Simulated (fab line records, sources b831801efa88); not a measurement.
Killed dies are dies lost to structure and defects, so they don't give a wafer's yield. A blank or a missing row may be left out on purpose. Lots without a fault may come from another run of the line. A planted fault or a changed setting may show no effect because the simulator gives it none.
Which tool did it? | flow gf180mcu | 14 lots, 42 wafers sampled, at 3 steps of a route of 602

WHAT THE GAUGES READ, wafer by wafer
GF_HV_LDD_TW_MEAS_50. Usual: HV_LDD_4_TW 566, standard deviation 5.
lot  | measured     | on            | HV_LDD_4_TW | flag
L827 | day 12 13:15 | film_metro-04 | 569 570 572 |
L830 | day 13 12:08 | film_metro-01 | 570 570 572 |
L831 | day 13 18:28 | film_metro-04 | 565 567 570 |
L832 | day 14 10:27 | film_metro-01 | 567 569 568 |
L833 | day 15 01:41 | film_metro-03 | 560 557 559 |
L835 | day 16 00:27 | film_metro-01 | 572 571 570 |
L836 | day 16 12:37 | film_metro-01 | 569 568 568 |
L837 | day 16 21:54 | film_metro-01 | 30 30 30    | OFF
L840 | day 17 00:02 | film_metro-01 | 30 30 30    | OFF
L845 | day 18 18:15 | film_metro-04 | 565 565 568 |
L846 | day 18 22:54 | film_metro-01 | 572 571 569 |
L847 | day 19 08:25 | film_metro-01 | 570 573 575 |
L848 | day 19 16:18 | film_metro-03 | 559 559 560 |
L849 | day 20 01:16 | film_metro-03 | 559 558 558 |

GF_SALICIDE_RS_MEAS_04: measures by four-point-probe. Usual: SALICIDE_TIN_RS 16.5 ohm/sq, standard deviation 0.42.
lot  | measured     | on            | SALICIDE_TIN_RS (ohm/sq) | flag
L827 | day 15 08:18 | film_metro-02 | 16.9 16.8 16.0           |
L830 | day 16 08:53 | film_metro-03 | 16.1 16.6 16.6           |
L831 | day 16 15:22 | film_metro-01 | 15.8 16.3 16.4           |
L832 | day 17 09:29 | film_metro-02 | 16.1 15.9 16.1           |
L833 | day 17 23:49 | film_metro-02 | 16.7 16.3 16.1           |
L835 | day 19 01:14 | film_metro-02 | 16.5 15.8 15.7           |
L836 | day 19 16:10 | film_metro-01 | 16.2 16.7 16.8           |
L845 | day 21 21:13 | film_metro-01 | 17.0 16.2 16.5           |
L846 | day 22 03:01 | film_metro-02 | 16.8 17.0 16.5           |
L847 | day 22 12:13 | film_metro-01 | 17.1 17.0 17.1           |
L848 | day 22 19:14 | film_metro-01 | 16.8 17.2 16.6           |
L849 | day 23 04:38 | film_metro-02 | 17.0 16.4 17.0           |

WHICH TOOL RAN EACH LOT (tool, then ch and the chambers of the sampled wafers, then the start)
lot  | GF_HV_LDD_IMPLANT_48
L827 | implanter-02 ch 0, day 12 13:00
L830 | implanter-01 ch 0, day 13 11:55
L831 | implanter-02 ch 0, day 13 18:15
L832 | implanter-03 ch 0, day 14 10:12
L833 | implanter-01 ch 0, day 15 01:28
L835 | implanter-03 ch 0, day 16 00:12
L836 | implanter-01 ch 0, day 16 12:24
L837 | implanter-02, day 16 21:39
L840 | implanter-02, day 16 23:49
L845 | implanter-02 ch 0, day 18 18:00
L846 | implanter-03 ch 0, day 18 22:39
L847 | implanter-03 ch 0, day 19 08:10
L848 | implanter-02 ch 0, day 19 16:03
L849 | implanter-02 ch 0, day 20 01:01
- GF_HV_LDD_IMPLANT_48

WHAT THE TOOLS THEMSELVES READ (means of the sampled wafers that have a number; where no wafer has one, the mark that the record gives instead)
GF_HV_LDD_IMPLANT_48. Usual: beam_energy_keV 25.000, standard deviation 0.0072; beam_on_s 9.99 s, standard deviation 0.18.
lot  | tool         | beam_energy_keV | beam_on_s (s) | flag
L827 | implanter-02 | 25.007          | 9.88          |
L830 | implanter-01 | 24.997          | 10.10         |
L831 | implanter-02 | 25.004          | 10.01         |
L832 | implanter-03 | 24.999          | 9.91          |
L833 | implanter-01 | 25.001          | 9.93          |
L835 | implanter-03 | 25.007          | 9.90          |
L836 | implanter-01 | 25.004          | 10.09         |
L837 | implanter-02 | -               | -             | OFF
L840 | implanter-02 | -               | -             | OFF
L845 | implanter-02 | 24.997          | 10.03         |
L846 | implanter-03 | 25.004          | 10.08         |
L847 | implanter-03 | 24.999          | 9.84          |
L848 | implanter-02 | 24.986          | 9.88          |
L849 | implanter-02 | 25.006          | 10.04         |

THE ANSWER, worked out from the rows above alone
Rule: a lot is off if the mean of its wafers that have a number lies more than 3 standard deviations from the usual mean. A lot without any number at a reading at which 4 lots or more have one is off too. The other lots that the step has rows for count as sound. The gauges are gone through in route order, then the tools' own readings, and for those a lot's mean is taken as printed above. The first step at which some lot is off is used, and at that step the reading that is off furthest; a lot without a number counts as furthest.
Off: L837, L840, at GF_HV_LDD_TW_MEAS_50 (HV_LDD_4_TW).
A tool fits if, at a process step before that reading, it ran every lot that is off, and no sound lot after the first of them. The gauges at GF_HV_LDD_TW_MEAS_50 aren't tried: what is off there is off at GF_HV_LDD_IMPLANT_48 too, on other tools, and a gauge's error can't cause that. None of those tried fits.

WHAT THE SIMULATOR HAD PUT IN
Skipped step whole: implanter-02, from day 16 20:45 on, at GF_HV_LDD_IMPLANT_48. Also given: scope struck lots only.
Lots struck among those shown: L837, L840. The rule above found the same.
